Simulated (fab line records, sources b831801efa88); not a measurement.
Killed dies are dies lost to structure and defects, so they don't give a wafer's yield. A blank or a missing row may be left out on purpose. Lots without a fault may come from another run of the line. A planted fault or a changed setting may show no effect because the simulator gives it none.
fab line records | flow sky130
record lots=5 wafers=15 last_day=52
route steps=708 shown SONOS_TUNNEL@158 SONOS_ONO@168 PAD_OPEN@708
lots that met no fault: from a run of the same line without faults
start_h: hours from the record's first day to the start of the lot's first wafer shown | wait_h: hours since the lot's step before | " the same as in the row above | L1.1+2: a row that stands for several wafers | - no value, or no start given | * or withheld: withheld | < > ~ a bound
route shown NAME@n: a module of which the file shows steps, and the number in the route of the first | usual: mean/standard deviation of fault-free wafers | same: alike in all rows | chamber/n: place in a boat | sites: the reading at each site | _std_site: their standard deviation | _edge_site: outer sites' mean less inner sites' | radius_mm: how far each site lies from the wafer's centre | mask NAME#n: copy n | behind: the tool/chamber that last shaped the wafer | hold: why the lot was held/for how many hours/how that ended | device: the transistor (n, p or np) that didn't switch | end of line: the same wafers' tests at the end of the route | a step without rows: its recipe alone | killed: dies lost to structure and defects at the first sort, not the wafer's yield | map: a wafer's dies, x killed, . not, _ none there
set.NAME: the setting as run; set.NAME@STEP: as run at that earlier step | model.NAME: the simulator's own value behind a step, which no gauge read
lots at some steps of the route; a table a step, a row a wafer
services: from which hour (start_h, from the record's first day; less than 0 if before it) a tool's chamber was out of use, for how many hours, and why
## steps
# step SKY_SONOS_TUNNEL_EXPOSE_04
# recipe mask_id=TUNM na=0.6 source_shape=conventional sigma_outer=0.6 polarization=unpolarized target_cd_nm=410 dose_mj=136
# step SKY_SONOS_TUNNEL_PEB_05
# recipe temp_c=withheld time_s=* resist=NOVOLAK
# step SKY_SONOS_TUNNEL_DEVELOP_06
# recipe resist=NOVOLAK developer=TMAH develop_time_s=60 dev_temp_c=23
# step SKY_SONOS_TUNNEL_CD_MEAS_07
# recipe target_cd_nm=410
# usual cd_nm=409.4/2.1
# columns lot.wafer tool chamber start_h wait_h cd_nm
L707.4 cd_sem-01 - 201.32 0.1 406.8
L707.5 " - " " 407.0
L707.6 " - " " 406.7
L719.1 cd_sem-02 - 272.21 0.1 406.9
L719.3 " - " " 408.2
L719.6 " - " " 408.7
L723.2 cd_sem-02 - 303.43 0.1 408.0
L723.3 " - " " 409.9
L723.4 " - " " 410.1
L728.1 cd_sem-02 - 521.06 0.1 407.3
L728.5 " - " " 408.6
L728.6 " - " " 410.1
L729.1 cd_sem-02 - 521.24 0.1 412.8
L729.3 " - " " 411.2
L729.5 " - " " 411.4
# step SKY_SONOS_TUNNEL_OVL_MEAS_08
# usual SONOS_TUNNEL_OVL=-0.1/1.6
# columns lot.wafer tool chamber start_h wait_h SONOS_TUNNEL_OVL[nm]
L707.4 overlay-02 - 201.40 0.1 1.5
L707.5 " - " " 0.2
L707.6 " - " " -0.8
L719.1 overlay-01 - 272.33 0.1 -0.2
L719.3 " - " " 0.4
L719.6 " - " " 0.5
L723.2 overlay-02 - 303.54 0.1 -2.4
L723.3 " - " " -1.7
L723.4 " - " " -1.7
L728.1 overlay-01 - 521.18 0.1 -0.9
L728.5 " - " " -2.6
L728.6 " - " " -2.4
L729.1 overlay-01 - 521.36 0.1 0.7
L729.3 " - " " -2.1
L729.5 " - " " 0.8
# step SKY_SONOS_TUNNEL_IMPLANT_09
# recipe species=B energy_kev=20 dose_cm2=1e+12 tilt_deg=withheld
# step SKY_SONOS_TUNNEL_WET_ETCH_10
# recipe chemistry=dHF target_depth_nm=14 target=SiO2 dilution=100:1 temp_c=25 time_s=280
# step SKY_SONOS_TUNNEL_STRIP_11
# recipe chemistry=SPM time_s=600 temp_c=130
# step SKY_SONOS_TUNNEL_TW_MEAS_12
# usual SONOS_TUNNEL_TW=197.1/1.9
# columns lot.wafer tool chamber start_h wait_h SONOS_TUNNEL_TW
L707.4 film_metro-03 - 201.86 0.0 200.2
L707.5 " - " " 198.8
L707.6 " - " " 200.2
L719.1 film_metro-02 - 272.78 0.0 197.4
L719.3 " - " " 196.1
L719.6 " - " " 196.6
L723.2 film_metro-02 - 303.99 0.0 196.2
L723.3 " - " " 197.2
L723.4 " - " " 196.4
L729.1 film_metro-02 - 521.82 0.0 195.5
L729.3 " - " " 195.8
L729.5 " - " " 196.2
L728.1 film_metro-03 - 521.86 0.0 199.2
L728.5 " - " " 200.1
L728.6 " - " " 199.5
# step SKY_SONOS_TUNNEL_CLEAN_13
# recipe chemistry=dHF time_s=20 dilution=100:1 dry=ipa_marangoni
# step SKY_SONOS_ONO_OXIDATION_00
# recipe temp_c=800 ambient=O2 idle_temp_c=700 ramp_up_c_per_min=10 ramp_down_c_per_min=3 stabilise_s=600 purge_s=300 target_thk_a=26 ox_time_s=1249
# step SKY_SONOS_ONO_THK_MEAS_01
# recipe reads=SiO2_of_SONOS_ONO_OXIDATION_00
# usual SONOS_ONO_OXIDATION_THK=2.59/0.057
# columns lot.wafer tool chamber start_h wait_h SONOS_ONO_OXIDATION_THK[nm]
L707.4 film_metro-03 - 203.28 0.0 2.57
L707.5 " - " " 2.54
L707.6 " - " " 2.55
L719.1 film_metro-01 - 275.55 0.0 2.61
L719.3 " - " " 2.67
L719.6 " - " " 2.61
L723.2 film_metro-04 - 305.41 0.0 2.56
L723.3 " - " " 2.56
L723.4 " - " " 2.59
L728.1 film_metro-04 - 523.88 0.0 2.58
L728.5 " - " " 2.60
L728.6 " - " " 2.61
L729.1 film_metro-03 - 523.88 0.0 2.54
L729.3 " - " " 2.60
L729.5 " - " " 2.59
# step SKY_SONOS_ONO_CVD_02
# recipe material=Si3N4 precursor=DCS/NH3 target_thk_nm=10.5 temp_c=770 time_s=180 pressure_mtorr=250
# usual spike_tc_bottom_C=790.4/1.5 spike_tc_centre_C=769.7/0.98 spike_tc_lower_C=769.7/1.1 spike_tc_top_C=787.2/0.96 spike_tc_upper_C=769.8/1.1 zone_power_lower_pct=12.3/1.2
# columns lot.wafer tool chamber start_h wait_h spike_tc_bottom_C spike_tc_centre_C spike_tc_lower_C spike_tc_top_C spike_tc_upper_C zone_power_lower_pct model.Si3N4_of_SONOS_ONO_CVD_02.thk_nm
L707.4 lpcvd-02 1 204.37 1.1 789.4 769.6 769.3 787.1 771.6 11.0 10.55
L707.5 " 1 " " 791.8 770.5 769.9 786.0 770.7 11.0 10.56
L707.6 " 1 " " 790.5 766.9 770.3 786.7 770.7 10.9 10.46
L719.1 lpcvd-02 0 277.47 1.9 791.5 769.4 769.1 787.8 771.0 13.4 10.38
L719.3 " 0 " " 791.3 769.3 768.2 786.8 769.4 13.3 10.44
L719.6 " 0 " " 790.3 770.9 770.9 787.5 768.7 13.4 10.54
L723.2 lpcvd-02 0 312.68 7.3 778.1 755.8 756.3 775.5 755.0 12.8 8.405
L723.3 " 0 " " 779.1 756.2 756.0 774.8 755.6 12.9 8.319
L723.4 " 0 " " 780.1 755.3 756.8 776.0 756.1 12.8 8.46
L728.1 lpcvd-02 1 524.69 0.8 786.7 770.3 769.8 787.5 770.2 11.0 10.43
L728.5 " 1 " " 790.0 770.8 770.3 788.0 771.0 11.0 10.49
L728.6 " 1 " " 788.9 770.1 769.4 785.9 769.9 11.0 10.42
L729.1 lpcvd-02 0 524.69 0.8 790.5 769.7 772.0 787.9 768.5 13.2 10.44
L729.3 " 0 " " 791.4 769.2 768.8 787.1 771.0 13.5 10.35
L729.5 " 0 " " 791.7 768.3 770.0 785.2 768.0 13.3 10.54
# step SKY_SONOS_ONO_THK_MEAS_03
# recipe reads=Si3N4_of_SONOS_ONO_CVD_02
# usual SONOS_ONO_CVD_02_THK=10.53/0.12
# columns lot.wafer tool chamber start_h wait_h SONOS_ONO_CVD_02_THK[nm]
L707.4 film_metro-03 - 205.45 0.0 10.57
L707.5 " - " " 10.52
L707.6 " - " " 10.51
L719.1 film_metro-01 - 278.52 0.0 10.43
L719.3 " - " " 10.44
L719.6 " - " " 10.57
L723.2 film_metro-01 - 313.74 0.0 8.45
L723.3 " - " " 8.32
L723.4 " - " " 8.45
L728.1 film_metro-03 - 525.74 0.0 10.40
L728.5 " - " " 10.45
L728.6 " - " " 10.47
L729.1 film_metro-01 - 525.74 0.0 10.44
L729.3 " - " " 10.36
L729.5 " - " " 10.58
# step SKY_SONOS_ONO_CVD_04
# recipe material=SiO2 precursor=SiH4/N2O target_thk_nm=5.7199 temp_c=900 pressure_mtorr=400
# step SKY_PAD_OPEN_PROBE_99
# usual killed_at_M0_to_M3=43/7 killed_at_M4_up=2.7/1.6 killed_at_contacts=24/5.3 killed_at_front_end=16/4.6 killed_at_other=0.3/0.53 killed_dies=86/9.3 killed_open=47/6.9 killed_short=38/6.1
# same gross_dies=492 killed_at_back_side=0
# columns lot.wafer tool chamber start_h wait_h killed_at_M0_to_M3 killed_at_M4_up killed_at_contacts killed_at_front_end killed_at_other killed_dies killed_open killed_short model.etest.sonos_erased.drive_ua_um model.etest.sonos_uncharged.r_on_ohm_um model.etest.cap_ono.gate_log10_a_cm2 model.etest.cap_ono.gate_bv_v model.etest.cap_ono.tox_acc_nm model.etest.sonos_programmed.vt_v model.etest.sonos_erased.vt_v model.etest.sonos_baked.vt_less_v
L707.4 prober-02 - 1041.27 0.2 41 0 30 14 0 85 50 35 170.9 811.6 -7.795 16.97 12.83 1.532 -2.27 -0.5257
L707.5 prober-02 - 1041.32 0.2 52 1 24 22 1 100 50 50 188.3 808.2 -7.904 16.77 12.85 1.485 -2.293 -0.5592
L707.6 prober-02 - 1041.37 0.2 42 3 23 18 1 87 49 38 175 821.6 -7.744 16.26 12.84 1.539 -2.27 -0.5709
L719.1 prober-01 - 1090.31 0.1 34 5 27 10 0 76 37 38 216.3 805.3 -7.872 16.39 12.82 1.466 -2.306 -0.4546
L719.3 prober-01 - 1090.41 0.2 37 3 22 11 0 73 35 37 211.6 814.1 -7.793 15.93 12.8 1.536 -2.318 -0.4742
L719.6 prober-01 - 1090.56 0.2 34 1 31 22 0 88 46 41 224 809.2 -7.971 16.5 12.84 1.534 -2.303 -0.545
L723.2 prober-01 - 1113.51 0.1 40 5 26 17 0 88 52 36 241.1 766.1 -6.591 14.97 11.81 1.867 -2.545 -0.772
L723.3 prober-01 - 1113.56 0.2 38 2 15 19 0 74 44 29 208.7 775.6 -6.655 15.36 11.84 1.843 -2.513 -0.7329
L723.4 prober-01 - 1113.61 0.2 42 6 11 20 0 79 44 34 231.4 778 -6.763 15.2 12 1.78 -2.524 -0.7155
L729.1 prober-02 - 1242.12 0.1 52 4 28 21 0 105 50 55 214.7 817.2 -7.973 16.14 12.96 1.439 -2.31 -0.4799
L729.3 prober-02 - 1242.22 0.2 36 4 25 15 0 80 43 35 173.2 812.8 -8.111 16.26 12.98 1.408 -2.239 -0.5217
L729.5 prober-02 - 1242.32 0.2 41 1 28 9 0 79 45 34 197.9 812.2 -8.12 16.55 13.04 1.384 -2.236 -0.4517
L728.1 prober-02 - 1242.76 0.1 44 3 27 16 0 90 47 43 187.5 810.5 -8.008 16.38 12.89 1.486 -2.292 -0.5118
L728.5 prober-02 - 1242.96 0.2 37 2 31 19 2 91 51 39 178 801.1 -7.878 16.62 12.79 1.483 -2.287 -0.5221
L728.6 prober-02 - 1243.01 0.2 33 3 24 14 1 75 35 39 174.2 814.8 -8.011 16.38 12.92 1.45 -2.239 -0.5105
# killed by level:class
L707.4 LI_CONTACT:geometric_particle:open=10 VIA2:geometric_particle:open=10 CONTACT:geometric_particle:open=8 CONTACT:geometric_particle:short=7 METAL1:geometric_particle:short=6 VIA1:geometric_particle:open=6 FIELD_ISO:geometric_particle:open=5 METAL3:geometric_particle:short=4
L707.5 VIA2:geometric_particle:open=12 FIELD_ISO:geometric_particle:short=8 VIA1:geometric_particle:open=8 LI_CONTACT:geometric_particle:open=7 VIA3:geometric_particle:open=6 LOCAL_INTERCONNECT:geometric_particle:short=6 METAL1:geometric_particle:short=6 CONTACT:geometric_particle:short=5
L707.6 LI_CONTACT:geometric_particle:open=10 VIA1:geometric_particle:open=8 POLY_GATE:geometric_particle:short=7 VIA2:geometric_particle:open=7 VIA3:geometric_particle:open=7 CONTACT:geometric_particle:open=6 VIA3:geometric_particle:short=6 METAL1:geometric_particle:short=4
L719.1 CONTACT:geometric_particle:open=11 METAL1:geometric_particle:short=8 LOCAL_INTERCONNECT:geometric_particle:short=5 LI_CONTACT:geometric_particle:open=4 METAL4:geometric_particle:short=4 METAL2:geometric_particle:short=4 VIA1:geometric_particle:open=4 FIELD_ISO:geometric_particle:open=3
L719.3 VIA1:geometric_particle:open=10 CONTACT:geometric_particle:open=8 VIA3:geometric_particle:open=6 METAL1:geometric_particle:short=5 METAL2:geometric_particle:short=5 LI_CONTACT:geometric_particle:short=4 VIA2:geometric_particle:open=4 POLY_CUT:geometric_particle:short=3
L719.6 CONTACT:geometric_particle:open=12 CONTACT:geometric_particle:short=9 VIA1:geometric_particle:open=7 POLY_GATE:geometric_particle:short=6 VIA3:geometric_particle:open=6 METAL2:geometric_particle:short=6 FIELD_ISO:geometric_particle:short=5 LI_CONTACT:geometric_particle:open=5
L723.2 CONTACT:geometric_particle:open=10 VIA1:geometric_particle:open=9 FIELD_ISO:geometric_particle:open=8 VIA3:geometric_particle:open=7 LI_CONTACT:geometric_particle:open=6 CONTACT:geometric_particle:short=6 VIA2:geometric_particle:open=6 METAL2:geometric_particle:short=6
L723.3 LI_CONTACT:geometric_particle:open=7 VIA1:geometric_particle:open=7 VIA2:geometric_particle:open=7 FIELD_ISO:geometric_particle:open=6 METAL2:geometric_particle:short=6 POLY_GATE:geometric_particle:open=5 VIA1:geometric_particle:short=5 VIA3:geometric_particle:open=5
L723.4 VIA1:geometric_particle:open=17 VIA2:geometric_particle:open=7 METAL2:geometric_particle:short=6 FIELD_ISO:geometric_particle:open=4 FIELD_ISO:geometric_particle:short=4 VIA3:geometric_particle:open=4 CONTACT:geometric_particle:open=4 VIA1:geometric_particle:short=4
L729.1 LI_CONTACT:geometric_particle:open=12 METAL1:geometric_particle:short=10 VIA3:geometric_particle:open=10 FIELD_ISO:geometric_particle:open=6 POLY_GATE:geometric_particle:short=6 POLY_GATE:geometric_particle:open=5 CONTACT:geometric_particle:open=5 METAL2:geometric_particle:short=5
L729.3 VIA1:geometric_particle:open=8 LI_CONTACT:geometric_particle:open=7 CONTACT:geometric_particle:open=6 LI_CONTACT:geometric_particle:short=5 VIA2:geometric_particle:short=5 VIA2:geometric_particle:open=5 FIELD_ISO:geometric_particle:open=4 LOCAL_INTERCONNECT:geometric_particle:short=4
L729.5 CONTACT:geometric_particle:open=10 VIA1:geometric_particle:open=8 METAL1:geometric_particle:short=7 VIA3:geometric_particle:open=7 LI_CONTACT:geometric_particle:open=5 LOCAL_INTERCONNECT:geometric_particle:short=5 LI_CONTACT:geometric_particle:short=4 VIA2:geometric_particle:open=4
L728.1 VIA1:geometric_particle:open=13 VIA3:geometric_particle:open=9 CONTACT:geometric_particle:open=8 VIA1:geometric_particle:short=7 POLY_GATE:geometric_particle:short=6 CONTACT:geometric_particle:short=6 LOCAL_INTERCONNECT:geometric_particle:short=5 POLY_GATE:geometric_particle:open=4
L728.5 LI_CONTACT:geometric_particle:open=13 CONTACT:geometric_particle:open=8 VIA1:geometric_particle:open=7 VIA3:geometric_particle:open=7 CONTACT:geometric_particle:short=6 METAL3:geometric_particle:short=6 SPACER:geometric_particle:short=5 METAL1:geometric_particle:short=5
L728.6 CONTACT:geometric_particle:open=8 VIA1:geometric_particle:open=8 VIA2:geometric_particle:open=6 CONTACT:geometric_particle:short=5 METAL1:geometric_particle:short=5 FIELD_ISO:geometric_particle:short=4 LI_CONTACT:geometric_particle:short=4 VIA3:geometric_particle:short=4
## services
# columns tool chamber start_h hours kind
lpcvd-02 - 306.68 6.0 pm
lpcvd-02 - 328.24 2.8 pm
lpcvd-02 - 348.17 1.4 repair
lpcvd-02 - 443.06 28.1 pm
## key
first_sign step=SKY_SONOS_ONO_CVD_02 reading=spike_tc_centre_C direction=down sigmas=14 usual=769.7 struck=755.8
effect step=SKY_SONOS_ONO_CVD_02 reading=spike_tc_upper_C direction=down sigmas=13 usual=769.8 struck=755.6
effect step=SKY_SONOS_ONO_THK_MEAS_03 reading=SONOS_ONO_CVD_02_THK direction=down sigmas=18 usual=10.53 struck=8.40
model_effect step=SKY_SONOS_ONO_CVD_02 value=Si3N4_of_SONOS_ONO_CVD_02.thk_nm without=10.67 struck=8.395
model_effect step=SKY_PAD_OPEN_PROBE_99 value=etest.sonos_erased.drive_ua_um without=180.8 struck=227.1
met_at SKY_SONOS_ONO_CVD_02
struck_wafers L723.2,L723.3,L723.4
tester_left_out L723
onset_between 277.47 312.68
fault kind=process_parameter_drift tool=lpcvd-02 chamber=0 onset_h=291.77 steps=SKY_SONOS_ONO_CVD_02 channel=temp_c offset=* shape=step end_h=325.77 acts_in=* stated=*
# tester_left_out: of these lots the tester's yield and bins aren't shown, on N5 and GAA mostly nor the transistor test; their killed dies are dies lost to structure and defects alone, not to doping, threshold or leakage, so they don't give the yield
